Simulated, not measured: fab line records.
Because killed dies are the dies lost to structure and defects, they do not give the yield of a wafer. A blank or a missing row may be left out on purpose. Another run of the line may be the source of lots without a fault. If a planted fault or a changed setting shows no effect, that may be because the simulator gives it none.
Which tool was responsible? || flow gf180mcu || Sampling: 13 lots, 39 wafers, 2 of 602 route steps

WHAT THE GAUGES SHOWED, per wafer
GF_M5_OVL_MEAS_08.
{"lot": "L905", "measured": "day 26 22:29", "on": "overlay-02", "M5_OVL (nm)": "-9 -5 -4"}
{"lot": "L907", "measured": "day 27 09:07", "on": "overlay-02", "M5_OVL (nm)": "1 -1 -7"}
{"lot": "L906", "measured": "day 27 10:47", "on": "overlay-01", "M5_OVL (nm)": "5 8 6"}
{"lot": "L909", "measured": "day 28 04:27", "on": "overlay-01", "M5_OVL (nm)": "4 1 7"}
{"lot": "L910", "measured": "day 28 06:57", "on": "overlay-01", "M5_OVL (nm)": "-2 5 4"}
{"lot": "L911", "measured": "day 28 18:11", "on": "overlay-01", "M5_OVL (nm)": "7 16 8"}
{"lot": "L912", "measured": "day 29 01:30", "on": "overlay-01", "M5_OVL (nm)": "1 -4 -2"}
{"lot": "L913", "measured": "day 29 08:27", "on": "overlay-02", "M5_OVL (nm)": "4 -2 0"}
{"lot": "L914", "measured": "day 29 18:05", "on": "overlay-02", "M5_OVL (nm)": "1 -6 2"}
{"lot": "L915", "measured": "day 29 22:35", "on": "overlay-01", "M5_OVL (nm)": "0 -1 3"}
{"lot": "L917", "measured": "day 30 13:05", "on": "overlay-01", "M5_OVL (nm)": "-1 -3 -4"}
{"lot": "L925", "measured": "day 32 23:19", "on": "overlay-02", "M5_OVL (nm)": "-4 -10 -10"}
{"lot": "L926", "measured": "day 33 00:29", "on": "overlay-01", "M5_OVL (nm)": "2 -5 -5"}

WHAT TOOL EACH LOT RAN ON (gives the tool, then ch and the chambers of the sampled wafers, and finally the start)
{"lot": "L905", "GF_MIM_SPUTTER_09": "pvdSputter-04, day 25 03:25"}
{"lot": "L907", "GF_MIM_SPUTTER_09": "pvdSputter-04, day 25 14:23"}
{"lot": "L906", "GF_MIM_SPUTTER_09": "pvdSputter-01, day 25 16:52"}
{"lot": "L909", "GF_MIM_SPUTTER_09": "pvdSputter-01, day 26 11:42"}
{"lot": "L910", "GF_MIM_SPUTTER_09": "pvdSputter-02, day 26 13:37"}
{"lot": "L911", "GF_MIM_SPUTTER_09": "pvdSputter-04, day 27 01:09"}
{"lot": "L912", "GF_MIM_SPUTTER_09": "pvdSputter-01, day 27 09:53"}
{"lot": "L913", "GF_MIM_SPUTTER_09": "pvdSputter-01, day 27 16:38"}
{"lot": "L914", "GF_MIM_SPUTTER_09": "pvdSputter-04, day 28 03:46"}
{"lot": "L915", "GF_MIM_SPUTTER_09": "pvdSputter-02, day 28 08:23"}
{"lot": "L917", "GF_MIM_SPUTTER_09": "pvdSputter-02, day 28 23:06"}
{"lot": "L925", "GF_MIM_SPUTTER_09": "pvdSputter-01, day 31 14:19"}
{"lot": "L926", "GF_MIM_SPUTTER_09": "pvdSputter-01, day 31 15:15"}
- GF_MIM_SPUTTER_09: material TiN, target thk 35 nm, time 29.2 s.

AS READ BY THE TOOLS THEMSELVES (means over the sampled wafers that have a number; for cases with no such wafer, the mark the record gives instead)
GF_MIM_SPUTTER_09.
{"lot": "L905", "tool": "pvdSputter-04", "throttleValvePct (%)": 30.9}
{"lot": "L907", "tool": "pvdSputter-04", "throttleValvePct (%)": 31.6}
{"lot": "L906", "tool": "pvdSputter-01", "throttleValvePct (%)": 30.0}
{"lot": "L909", "tool": "pvdSputter-01", "throttleValvePct (%)": 30.0}
{"lot": "L910", "tool": "pvdSputter-02", "throttleValvePct (%)": 29.8}
{"lot": "L911", "tool": "pvdSputter-04", "throttleValvePct (%)": 31.0}
{"lot": "L912", "tool": "pvdSputter-01", "throttleValvePct (%)": 30.7}
{"lot": "L913", "tool": "pvdSputter-01", "throttleValvePct (%)": 30.5}
{"lot": "L914", "tool": "pvdSputter-04", "throttleValvePct (%)": 31.3}
{"lot": "L915", "tool": "pvdSputter-02", "throttleValvePct (%)": 30.9}
{"lot": "L917", "tool": "pvdSputter-02", "throttleValvePct (%)": 28.6}
{"lot": "L925", "tool": "pvdSputter-01", "throttleValvePct (%)": 29.8}
{"lot": "L926", "tool": "pvdSputter-01", "throttleValvePct (%)": 30.3}

THE ANSWER, worked out from the rows above alone
Rule: usual is defined by the lots themselves. Put in order of their means at a reading, lots are off if they are a third of the lots or fewer, leave a main group of 4 or more, and stand apart from it by a gap of 3 or more times the standard deviation of the main group's means; of several such gaps the widest counts. A main group is skipped when, at the precision printed for the reading in the tables above, its means are all equal. A lot without any number at a reading at which 4 lots or more have one is off too. The other lots that the step has rows for count as sound. First the gauges in route order, then the tools' own readings, where a lot's mean is used as printed above. The first step at which some lot is off is used, and at that step the reading that is off furthest; a lot without a number counts as furthest.
No lot is off at any reading shown: from this, nothing can be told.

WHAT WAS PUT IN BY THE SIMULATOR
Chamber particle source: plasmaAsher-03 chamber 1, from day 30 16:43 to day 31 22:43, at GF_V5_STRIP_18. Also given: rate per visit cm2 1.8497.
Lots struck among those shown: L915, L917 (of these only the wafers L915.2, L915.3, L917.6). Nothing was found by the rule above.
